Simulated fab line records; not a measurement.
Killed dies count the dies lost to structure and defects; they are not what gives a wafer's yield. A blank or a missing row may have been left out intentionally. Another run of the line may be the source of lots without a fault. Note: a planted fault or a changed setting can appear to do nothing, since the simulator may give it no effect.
2 desks, one fault | flow gf180mcu | every desk sees just its own numbers, and what lay behind them comes last

## FOR THE TOOL OWNER'S DESK: litho track-03
The tool's own readings at GF_VT_IMPLANT_DEVELOP_39 (develop time 60 s): means of the sampled wafers that have a number, for each lot that ran on this tool. A lot is out of limits, marked OUT, if its mean lies more than 4 standard deviations from the usual mean; the brackets give that distance.
Columns: A = developer temp C at GF_VT_IMPLANT_DEVELOP_39, usual 23.01 C
lot  | first seen here | A
L167 | day 9 02:12     | 21.94 (-8.9) OUT
L173 | day 10 07:57    | 22.30 (-5.9) OUT
L185 | day 13 12:33    | 23.02
This desk finds L167, L173 out of limits, L167 being first, at day 9 02:12 (developer temp C at GF_VT_IMPLANT_DEVELOP_39). L185 stayed within limits.

## THE METROLOGY DESK
What the gauges read, lot by lot, whatever tool the lot ran on: means of the sampled wafers that have a number. A lot is out of limits, marked OUT, if its mean lies more than 4 standard deviations from the usual mean; the brackets give that distance.
Columns: A = VT_IMPLANT_02_OVL at GF_VT_IMPLANT_OVL_MEAS_29, usual -0.8 nm; B = VT_IMPLANT_3_TW at GF_VT_IMPLANT_TW_MEAS_32, usual 265.0; C = VT_IMPLANT_03_OVL at GF_VT_IMPLANT_OVL_MEAS_40, usual 0.1 nm
lot  | first seen here | A    | B     | C
L164 | day 7 02:33     | -0.8 | 266.4 | 0.6
L168 | day 8 08:41     | -0.1 | 265.1 | -1.3
L167 | day 8 09:57     | 0.3  | 264.2 | 0.8
L173 | day 9 14:26     | -0.9 | 263.9 | 1.4
L175 | day 10 03:12    | 1.5  | 264.9 | 1.0
L185 | day 12 18:22    | -2.0 | 262.4 | 1.3
This desk's verdict: no lot among the 6 shows anything out of limits.

## TAKEN TOGETHER
The tool owner's desk could have raised an alarm at day 9 02:12, on L167, L173.
From the metrology desk's view, nothing was out of limits.
The metrology desk holds a record of L167, L173, inside its limits.
GF_VT_IMPLANT_DEVELOP_39 was run on litho track-03 by each of the lots named.

## WHAT WAS PUT IN BY THE SIMULATOR
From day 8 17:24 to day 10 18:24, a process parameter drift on litho track-03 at GF_VT_IMPLANT_DEVELOP_39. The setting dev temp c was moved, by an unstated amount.
Lots struck among those shown: L167, L173.
Delay in hours, fault start to first out-of-limits reading, by desk: the tool owner's desk at 9.
